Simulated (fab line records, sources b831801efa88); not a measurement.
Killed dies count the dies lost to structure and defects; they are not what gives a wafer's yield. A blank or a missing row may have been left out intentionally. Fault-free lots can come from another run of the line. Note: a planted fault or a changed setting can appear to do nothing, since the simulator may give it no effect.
Which tool is to blame? | flow gf180mcu | 42 wafers from 14 lots sampled at 4 of the route's 602 steps

## WHAT THE GAUGES READ, wafer by wafer
GF_V2_THK_MEAS_03. Usual: for V2_CVD_02_THK the level is 850 nm and the standard deviation is 10.
lot  | measured     | on           | V2_CVD_02_THK (nm) | flag
L326 | day 19 21:16 | filmMetro-01 | 838 845 844        | 
L327 | day 19 21:54 | filmMetro-02 | 837 844 847        | 
L330 | day 20 18:19 | filmMetro-02 | 850 860 855        | 
L331 | day 21 15:32 | filmMetro-01 | 844 854 853        | 
L333 | day 22 03:41 | filmMetro-02 | 831 838 848        | 
L334 | day 22 07:05 | filmMetro-01 | 838 864 850        | 
L337 | day 23 19:54 | filmMetro-02 | 853 856 872        | 
L340 | day 24 10:07 | filmMetro-02 | 838 840 852        | 
L342 | day 25 09:41 | filmMetro-02 | 838 837 855        | 
L343 | day 25 20:12 | filmMetro-01 | 839 854 857        | 
L345 | day 26 04:50 | filmMetro-01 | 839 869 858        | 
L346 | day 26 13:27 | filmMetro-04 | 858 850 862        | 
L348 | day 26 21:14 | filmMetro-04 | 856 847 855        | 
L349 | day 27 05:22 | filmMetro-01 | 846 846 850        | 

GF_V4_BOW_MEAS_05. Usual: for V4_BOW the level is 133 um and the standard deviation is 8.2.
lot  | measured     | on           | V4_BOW (um) | flag
L326 | day 24 02:50 | filmMetro-02 | 124 137 120 | 
L327 | day 24 03:28 | filmMetro-04 | 145 141 138 | 
L330 | day 24 20:23 | filmMetro-02 | 130 148 141 | 
L331 | day 25 16:20 | filmMetro-01 | 131 134 128 | 
L333 | day 26 02:55 | filmMetro-01 | 125 133 143 | 
L334 | day 26 05:38 | filmMetro-04 | 117 120 130 | 
L337 | day 27 15:24 | filmMetro-01 | 117 120 110 | 
L340 | day 28 03:19 | filmMetro-04 | 144 134 148 | 
L342 | day 29 00:50 | filmMetro-01 | 125 129 133 | 
L343 | day 29 10:42 | filmMetro-01 | 135 124 137 | 
L345 | day 29 19:19 | filmMetro-02 | 131 144 135 | 
L346 | day 30 01:32 | filmMetro-02 | 124 142 123 | 
L348 | day 30 09:40 | filmMetro-04 | 128 136 123 | 
L349 | day 30 15:38 | filmMetro-01 | 131 144 149 | 

## EACH LOT AND THE TOOL THAT RAN IT (in order: tool; ch and the chambers of the sampled wafers; start)
lot  | GF_V3_PEB_12                     | GF_M4_SPUTTER_00
L326 | lithoTrack-01 ch 0, day 23 01:17 | pvdSputter-03, day 23 03:07
L327 | lithoTrack-01 ch 0, day 23 01:57 | pvdSputter-02, day 23 03:49
L330 | lithoTrack-01 ch 0, day 23 18:09 | pvdSputter-02, day 23 20:01
L331 | lithoTrack-03 ch 0, day 24 15:29 | pvdSputter-03, day 24 17:16
L333 | lithoTrack-01 ch 0, day 25 02:27 | pvdSputter-01, day 25 04:21
L334 | lithoTrack-04 ch 0, day 25 04:58 | pvdSputter-02, day 25 06:49
L337 | lithoTrack-03 ch 0, day 26 15:32 | pvdSputter-03, day 26 17:22
L340 | lithoTrack-03 ch 0, day 27 04:07 | pvdSputter-01, day 27 06:00
L342 | lithoTrack-03 ch 0, day 28 02:08 | pvdSputter-02, day 28 03:58
L343 | lithoTrack-01 ch 0, day 28 12:11 | pvdSputter-01, day 28 14:10
L345 | lithoTrack-04 ch 0, day 28 20:16 | pvdSputter-02, day 28 22:07
L346 | lithoTrack-01 ch 0, day 29 02:56 | pvdSputter-03, day 29 04:48
L348 | lithoTrack-01 ch 0, day 29 11:50 | pvdSputter-03, day 29 13:43
L349 | lithoTrack-04 ch 0, day 29 18:02 | pvdSputter-01, day 29 19:54
- GF_V3_PEB_12: peb time 90 s.
- GF_M4_SPUTTER_00: material Ti, target thk 37.5 nm, time 150 s.

## WHAT THE TOOLS THEMSELVES READ (means of the sampled wafers that have a number; where no wafer has one, the mark that the record gives instead)
GF_V3_PEB_12. Usual: heaterPowerTotalW 85.70 W, standard deviation 0.085; plateTempC 135.01 C, standard deviation 0.13.
lot  | tool          | heaterPowerTotalW (W) | plateTempC (C) | flag
L326 | lithoTrack-01 | 85.63                 | 135.15         | 
L327 | lithoTrack-01 | 85.74                 | 135.02         | 
L330 | lithoTrack-01 | 85.66                 | 135.08         | 
L331 | lithoTrack-03 | 85.67                 | 135.17         | 
L333 | lithoTrack-01 | 85.78                 | 135.05         | 
L334 | lithoTrack-04 | 85.62                 | 135.11         | 
L337 | lithoTrack-03 | 85.74                 | 135.10         | 
L340 | lithoTrack-03 | 86.32                 | 135.64         | OFF
L342 | lithoTrack-03 | 86.31                 | 135.59         | OFF
L343 | lithoTrack-01 | 85.80                 | 134.95         | 
L345 | lithoTrack-04 | 85.61                 | 135.02         | 
L346 | lithoTrack-01 | 85.69                 | 134.86         | 
L348 | lithoTrack-01 | 85.64                 | 135.14         | 
L349 | lithoTrack-04 | 85.81                 | 135.15         | 

GF_M4_SPUTTER_00. Usual: throttleValvePct 30.0 %, standard deviation 0.81.
lot  | tool          | throttleValvePct (%) | flag
L326 | pvdSputter-03 | 30.0                 | 
L327 | pvdSputter-02 | 29.8                 | 
L330 | pvdSputter-02 | 29.4                 | 
L331 | pvdSputter-03 | 29.2                 | 
L333 | pvdSputter-01 | 30.3                 | 
L334 | pvdSputter-02 | 30.0                 | 
L337 | pvdSputter-03 | 30.3                 | 
L340 | pvdSputter-01 | 30.9                 | 
L342 | pvdSputter-02 | 29.5                 | 
L343 | pvdSputter-01 | 30.6                 | 
L345 | pvdSputter-02 | 29.3                 | 
L346 | pvdSputter-03 | 29.8                 | 
L348 | pvdSputter-03 | 29.5                 | 
L349 | pvdSputter-01 | 30.6                 | 

## THE ANSWER, worked out from the rows above alone
Rule: take the mean of a lot's wafers that have a number; if it is more than 3 standard deviations from the usual mean, the lot is off. A lot without any number at a reading at which 4 lots or more have one is off too. All remaining lots with rows at the step are treated as sound. Order of review: gauges by route order, followed by the tools' own readings, for which a lot's mean as printed above is used. At the first step where some lot is off, the reading lying furthest off is the one used; lots without a number count as furthest.
Off: L340, L342, at GF_V3_PEB_12 (heaterPowerTotalW).
If a tool, at that step or one of the process steps before it, ran each lot that is off and ran no sound lot following the first of them, it fits. One fits: lithoTrack-03 at GF_V3_PEB_12. Its last sound lot is L337 (day 26 15:32), its first lot that is off L340 (day 27 04:07): a fault that began between those two fits.
The tool's own readings at GF_V3_PEB_12 bear it out: on the lots that are off they differ by more than 5 times the standard deviation of the sound lots' means. heaterPowerTotalW reads 86.31 W there against 85.70 W on the sound lots; plateTempC reads 135.62 C there against 135.07 C on the sound lots.

## WHAT WAS PUT IN BY THE SIMULATOR
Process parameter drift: lithoTrack-03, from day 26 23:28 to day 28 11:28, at GF_V3_PEB_12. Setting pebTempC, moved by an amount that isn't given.
Struck lots among those shown: L340, L342. The rule above found the same.
